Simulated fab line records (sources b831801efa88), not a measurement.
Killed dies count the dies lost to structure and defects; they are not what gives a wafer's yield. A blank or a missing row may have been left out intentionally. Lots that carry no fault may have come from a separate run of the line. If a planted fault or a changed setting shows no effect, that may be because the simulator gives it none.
One fault through the eyes of 2 desks + flow gf180mcu + each desk has only its own numbers; what lay behind them comes last

== TOOL OWNER'S DESK, cvd_w-02 ==
The tool's own readings at GF_V3_CVD_23 (deposits W, target thk 350 nm, time 104.9 s): means of the sampled wafers that have a number, for each lot that ran on this tool. If a lot's mean is further than 4 standard deviations from the usual mean, the lot is out of limits and carries the mark OUT (the distance appears in the brackets).
Columns: A = heater_power_outer_w at GF_V3_CVD_23, usual 536 W; B = heater_power_w at GF_V3_CVD_23, usual 864 W
| lot  | first seen here | A   | B   |
|------|-----------------|-----|-----|
| L596 | day 24 16:26    | 555 | 883 |
| L598 | day 25 06:51    | 547 | 873 |
| L599 | day 25 17:55    | 516 | 842 |
| L609 | day 28 16:06    | 501 | 815 |
| L610 | day 29 00:47    | 536 | 866 |
Finding of this desk: none of the 5 lots has anything out of limits.

== AT THE METROLOGY DESK ==
What the gauges read, lot by lot, whatever tool the lot ran on: means of the sampled wafers that have a number. If a lot's mean is further than 4 standard deviations from the usual mean, the lot is out of limits and carries the mark OUT (the distance appears in the brackets).
Columns: A = V3_OVL at GF_V3_OVL_MEAS_15, usual 1 nm; B = V3_W_RS at GF_V3_RS_MEAS_24, usual 0.327 ohm/sq; C = V3_W_THK at GF_V3_THK_MEAS_25, usual 349 nm
| lot  | first seen here | A  | B                | C             |
|------|-----------------|----|------------------|---------------|
| L592 | day 23 10:49    | 10 | 0.328            | 351           |
| L593 | day 23 16:11    | -2 | 0.326            | 353           |
| L595 | day 24 03:56    | -7 | 0.331            | 344           |
| L596 | day 24 15:34    | -2 | 0.328            | 347           |
| L597 | day 24 22:46    | 7  | 0.332            | 346           |
| L598 | day 25 06:01    | 2  | 0.326            | 353           |
| L599 | day 25 17:07    | 0  | 0.331            | 348           |
| L603 | day 26 21:22    | 5  | 0.326            | 347           |
| L609 | day 28 15:14    | 4  | 0.297 (-9.6) OUT | 392 (+11) OUT |
| L610 | day 28 23:59    | 9  | 0.270 (-18) OUT  | 428 (+19) OUT |
| L613 | day 29 14:41    | -1 | 0.327            | 348           |
This desk's finding: out of limits on L609, L610; first on L609, day 28 16:17 (V3_W_RS at GF_V3_RS_MEAS_24). L592, L593, L595, L596, L597, L598, L599, L603, L613 stayed within limits.

== BROUGHT TOGETHER ==
At day 28 16:17 the metrology desk could have sounded an alarm, on L609, L610.
The tool owner's desk saw nothing out of limits.
On record at the tool owner's desk: L609, L610, within its limits.
GF_V3_CVD_23 was run on cvd_w-02 by each of the lots named.

== WHAT HAD BEEN PUT IN BY THE SIMULATOR ==
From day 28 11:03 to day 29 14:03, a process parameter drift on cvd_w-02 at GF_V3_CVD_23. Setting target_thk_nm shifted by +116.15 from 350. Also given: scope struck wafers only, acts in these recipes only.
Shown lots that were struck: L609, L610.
Hours from the fault's start to each desk's first reading out of limits: the metrology desk, 5.
